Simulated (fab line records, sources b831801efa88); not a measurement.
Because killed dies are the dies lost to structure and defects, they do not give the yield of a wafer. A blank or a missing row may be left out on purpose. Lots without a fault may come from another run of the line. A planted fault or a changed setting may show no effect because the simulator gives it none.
The same fault as seen by 2 desks | flow gf180mcu | every desk sees just its own numbers, and what lay behind them comes last

## METROLOGY DESK
What the gauges read, lot by lot, whatever tool the lot ran on: means of the sampled wafers that have a number. Marked OUT: a lot whose mean sits more than 4 standard deviations from the usual mean, which makes it out of limits; the brackets give that distance.
Columns: A = V5_BOW at GF_V5_BOW_MEAS_05, usual 130 um; B = V5_W_RS at GF_V5_RS_MEAS_24, usual 0.330 ohm/sq; C = TOP_METAL_ALCU_THK at GF_TOP_METAL_THK_MEAS_06, usual 900 nm
lot  | first seen here | A   | B     | C
L260 | day 26 07:51    | 142 | 0.326 | 900
L261 | day 26 21:51    | 129 | 0.332 | 901
L262 | day 27 11:50    | 140 | 0.328 | 891
L264 | day 28 04:28    | 141 | 0.325 | 894
L265 | day 28 06:19    | 132 | 0.332 | 891
L269 | day 29 05:49    | 130 | 0.332 | 909
L273 | day 30 07:55    | 132 | 0.328 | 902
L274 | day 30 18:31    | 137 | 0.327 | 903
L277 | day 31 13:08    | 126 | 0.331 | 901
L278 | day 31 14:20    | 124 | 0.329 | 900
L280 | day 31 20:58    | 134 | 0.328 | 900
L279 | day 31 21:17    | 126 | 0.333 | 894
L282 | day 32 17:00    | 109 | 0.331 | 908
L283 | day 32 23:00    | 120 | 0.329 | 885
This desk's verdict: no lot among the 14 shows anything out of limits.

## AT THE TOOL OWNER'S DESK: plasmaAsher-01
The tool's own readings at GF_MVPSD_STRIP_10 (strips in O2/N2): means of the sampled wafers that have a number, for each lot that ran on this tool. Marked OUT: a lot whose mean sits more than 4 standard deviations from the usual mean, which makes it out of limits; the brackets give that distance.
Columns: A = drypumpMotorCurrentA at GF_MVPSD_STRIP_10, usual 5.6 A; B = heaterPowerW at GF_MVPSD_STRIP_10, usual 322 W; C = n2FlowSccm at GF_MVPSD_STRIP_10, usual 300.1 sccm; D = oesProductAu at GF_MVPSD_STRIP_10, usual 0.722 a.u.; E = stripTimeToEndpointS at GF_MVPSD_STRIP_10, usual 36.98 s
lot  | first seen here | A   | B   | C     | D     | E
L261 | day 5 09:19     | 5.3 | 307 | 300.2 | 0.722 | 36.98
L262 | day 5 16:46     | 5.3 | 329 | 300.3 | 0.725 | 37.07
L264 | day 6 02:39     | 5.3 | 327 | 299.9 | 0.726 | 37.06
L273 | day 8 07:56     | 5.3 | 305 | 300.6 | 0.724 | 36.88
L274 | day 8 13:20     | 5.3 | 328 | 300.6 | 0.719 | 37.11
This desk's verdict: no lot among the 5 shows anything out of limits.

## BROUGHT TOGETHER
The metrology desk saw nothing out of limits.
The desk of the tool owner found nothing out of limits.

## WHAT THE SIMULATOR HAD INSERTED
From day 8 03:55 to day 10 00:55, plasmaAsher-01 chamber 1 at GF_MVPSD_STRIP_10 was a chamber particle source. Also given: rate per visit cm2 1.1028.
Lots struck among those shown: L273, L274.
